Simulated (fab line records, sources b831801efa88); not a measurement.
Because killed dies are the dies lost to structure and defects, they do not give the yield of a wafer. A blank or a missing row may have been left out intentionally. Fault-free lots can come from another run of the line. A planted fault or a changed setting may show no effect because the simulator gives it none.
Code-filled problem report in 8D (eight disciplines) form + flow sky130 + the parts of the form that need people (team, actions taken, sign-off) are left out

## 1. WHAT IS WRONG
Across 9 wafers from 3 lots, VT_ADJUST_HVTR_TW at SKY_VT_ADJUST_HVTR_TW_MEAS_11 averages 186.9, while fault-free wafers read 210.4 with a standard deviation of 1.3. Measured from the usual mean, that is -18 standard deviations.
The first sign was on wafer L778.2 at day 12 16:05, on film-metro-03. Wafers with a number at this step in the record: 39, from 13 lots. By rule, "out" or "out of limits" means more than 4 standard deviations away from the usual mean. Any other wafer with a number is counted as sound.

## 2. WHAT IT IS, AND WHAT IT ISN'T
| question                    | is                           | is not                                                                                                  |
|-----------------------------|------------------------------|---------------------------------------------------------------------------------------------------------|
| which readings at this step | VT_ADJUST_HVTR_TW            | -                                                                                                       |
| which lots                  | L778, L780, L782             | L769, L772, L776, L783, L784, L786, L788, L790, L791, L792                                              |
| which wafers of those lots  | all that have a number       | -                                                                                                       |
| read on which gauges        | film-metro-02, film-metro-03 | film-metro-01                                                                                           |
| when                        | from day 12 16:05            | up to then (9 sound wafers); but 21 sound wafers of L783, L784, L786, L788, L790, L791, L792 came after |

## 3. THE SUSPECTS, EACH WITH WHAT RULES IT OUT
Counting: any tool at a process step up to the reading is kept as a suspect provided that every lot that is out went through it and no sound lot did after the first of them.
- the gauge at SKY_VT_ADJUST_HVTR_TW_MEAS_11: ruled out. Those wafers that are out were read across 2 gauges (film-metro-02, film-metro-03).
- implanter-02 at SKY_VT_ADJUST_HVTR_IMPLANT_09: ruled out as a lasting fault. Sound lots L792 ran on it after its first lot that is out, L778 (day 12 15:51).
Left after counting: nothing in the record.

## 4. THE CAUSE (what the simulator had put in)
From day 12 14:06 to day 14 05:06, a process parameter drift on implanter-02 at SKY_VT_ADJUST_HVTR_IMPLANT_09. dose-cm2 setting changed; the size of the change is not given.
The count ruled it out by mistake, since the rule takes a fault to strike every lot its tool runs from the start of the fault on, and this one did not do so.

## 5. SEQUENCE OF EFFECTS, ordered by route
Each row: a reading whose mean over the struck wafers that have a number lies more than 3 standard deviations from the usual. Only readings for which the record gives a usual standard deviation are gone through. hours: the time from each lot's start at the first step in this table that gives one to its start at this step, as a median over the lots. sigmas: the change in usual standard deviations.
| hours | step                          | reading            | usual      | on struck wafers | change      | sigmas      |
|-------|-------------------------------|--------------------|------------|------------------|-------------|-------------|
| 0     | SKY_VT_ADJUST_HVTR_IMPLANT_09 | dose-ions-cm2      | 2.1001e+12 | 1.3827e+12       | -7.1741e+11 | -99 or more |
| 0     | SKY_VT_ADJUST_HVTR_IMPLANT_09 | faraday-current-uA | 11.84      | 7.78             | -4.06       | -18         |
| 0     | SKY_VT_ADJUST_HVTR_TW_MEAS_11 | VT_ADJUST_HVTR_TW  | 210.4      | 186.9            | -23.5       | -18         |
It contains these process steps:
- SKY_VT_ADJUST_HVTR_IMPLANT_09

## 6. HOW IT WOULD HAVE BEEN CAUGHT EARLIER
Counted from the fault's start at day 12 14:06, it took 2 hours until the first out-of-limits reading at a measuring or inspecting step in this record, taken at day 12 16:05.
At SKY_VT_ADJUST_HVTR_IMPLANT_09, the tool's own readings (dose-ions-cm2, faraday-current-uA) were out on each struck wafer the step has a row for, so an alarm limit on them would have fired on the first such wafer.
